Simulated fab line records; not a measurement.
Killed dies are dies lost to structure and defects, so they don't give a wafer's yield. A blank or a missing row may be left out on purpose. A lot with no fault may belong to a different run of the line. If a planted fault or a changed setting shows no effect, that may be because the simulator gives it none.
Struck lot and sound lot, side by side + flow sky130 + 23 out of 708 route steps
Sound: these wafers, L218.2, L218.3, L218.4. The struck wafers were L228.2, L228.4, L228.6. The cause comes at the end.
Each step with rows lists, per side, the tool, then ch with its chambers, then its first start. Under that, the readings that differ: sound wafers + struck wafers + difference of the means + sigmas: that difference in standard deviations of wafers without a fault.
alike: same words and numbers on both sides, and readings whose means sit less than 2 such deviations apart. not compared: any withheld reading, any reading some wafer has no value for, any bound like >300 that may hide the same value, and any number with overlapping values for which the record gives no deviation.
The two part at a step that has a row with sigmas, a row that says differs or no value, or rows on one side only. When numbers do not overlap yet have no deviation, they are printed without sigmas and do not part them. A reading that every wafer of one side lacks parts them only if that side has two wafers or more.

SKY_METAL2_ETCH_18: etches BARC in N2/H2, stops on SiO2, time 45.9 s, target depth 60 nm.
  sound on rie_metal-04 ch 0,1, day 38 17:06; struck on rie_metal-04 ch 1, day 42 16:03
  alike: drypump_motor_current_A, h2_flow_sccm, oes_product_au, throttle_valve_pct
  not compared: rf_hours_counter_h
SKY_METAL2_METAL_ETCH_19: etches the open film in Cl2/BCl3, stops on SiO2, target depth 360 nm, time 78 s.
  sound on rie_metal-04 ch 0,1, day 38 17:10; struck on rie_metal-04 ch 1, day 42 16:07
  alike: drypump_motor_current_A, mfc_cl2_sccm, oes_product_au, throttle_valve_pct
  not compared: rf_hours_counter_h
SKY_METAL2_STRIP_20: strips in O2/N2.
  sound on plasma_asher-03 ch 0,1, day 38 17:15; struck on plasma_asher-03 ch 0, day 42 16:12
  alike: drypump_motor_current_A, oes_product_au, strip_time_to_endpoint_s
  not compared: rf_hours_counter_h
then, 4 steps without rows for these wafers: SKY_METAL2_STRIP_21 (strips in post etch residue remover, time 1200 s); SKY_METAL2_CLEAN_22 (cleans in IPA, time 180 s); SKY_METAL2_CLEAN_23 (cleans in O3/DIW); SKY_VIA2_HDPCVD_00 (deposits SiO2, target thk 1180 nm, time 196.7 s).
SKY_VIA2_THK_MEAS_01:
  sound on film_metro-04, day 38 18:01; struck on film_metro-03, day 42 16:56
  alike: VIA2_HDPCVD_THK
SKY_VIA2_CMP_02: polishes SiO2.
  sound on cmp-02 ch 0,2,3, day 38 18:05; struck on cmp-01 ch 2,3, day 42 16:59
  alike: edge_zone_pressure_frac, motor_current_A, slurry_filter_dp_kPa
SKY_VIA2_BOW_MEAS_03:
  sound on film_metro-02, day 38 18:25; struck on film_metro-03, day 42 17:18
  alike: VIA2_BOW
then, 2 steps without rows for these wafers: SKY_VIA2_DEHYDRATE_04 (time 60 s); SKY_VIA2_HMDS_05 (prime time 60 s).
SKY_VIA2_COAT_06: resist thk 60 nm.
  sound on litho_track-03 ch 0, day 39 06:20; struck on litho_track-04 ch 0, day 43 04:50
then, 5 steps without rows for these wafers: SKY_VIA2_COAT_07 (resist thk 450 nm); SKY_VIA2_SOFTBAKE_08 (time 90 s); SKY_VIA2_EXPOSE_09 (exposes mask VIM2, target cd 200 nm); SKY_VIA2_PEB_10; SKY_VIA2_DEVELOP_11 (develop time 60 s).
SKY_VIA2_CD_MEAS_12: the cd target is 200 nm.
  sound on cd_sem-02, day 39 19:42; struck on cd_sem-01, day 43 16:29
  alike: cd_nm
SKY_VIA2_OVL_MEAS_13:
  sound on overlay-01, day 39 19:48; struck on overlay-02, day 43 16:35
  alike: VIA2_OVL
SKY_VIA2_ETCH_14: etches BARC in N2/H2, stops on SiO2, time 45.9 s, target depth 60 nm.
  sound on rie_diel-04 ch 0,2,3, day 39 19:50; struck on rie_diel-01 ch 0,1,3, day 43 16:37
| reading                  | sound             | struck            | difference | sigmas |
|--------------------------|-------------------|-------------------|------------|--------|
| model.etch.depth_nm (nm) | 60.18 60.13 60.13 | 58.41 58.35 58.45 | -1.74      |        |
  alike: drypump_motor_current_A, h2_flow_sccm, oes_product_au, throttle_valve_pct
  not compared: rf_hours_counter_h
SKY_VIA2_ETCH_15: etches SiO2 in C4F8/O2/Ar, stops on TiN, target depth 546 nm, time 84 s.
  sound on rie_diel-04 ch 0,2,3, day 39 19:53; struck on rie_diel-01 ch 0,1,3, day 43 16:40
  alike: oes_product_au
  not compared: rf_hours_counter_h
-- the record jumps here: 8 days lie between the struck wafers' starts before and after (it left off in module VIA2 and takes up again in module PAD_OPEN, whose first step shown is number 708 of the route) --
SKY_PAD_OPEN_PROBE_99:
  record: rows for the struck wafers here (prober-01, day 51 07:44), none for the sound ones

WHERE THEY PART
At SKY_PAD_OPEN_PROBE_99 and nowhere else, as far as this record goes.

WHY: what the simulator had put in
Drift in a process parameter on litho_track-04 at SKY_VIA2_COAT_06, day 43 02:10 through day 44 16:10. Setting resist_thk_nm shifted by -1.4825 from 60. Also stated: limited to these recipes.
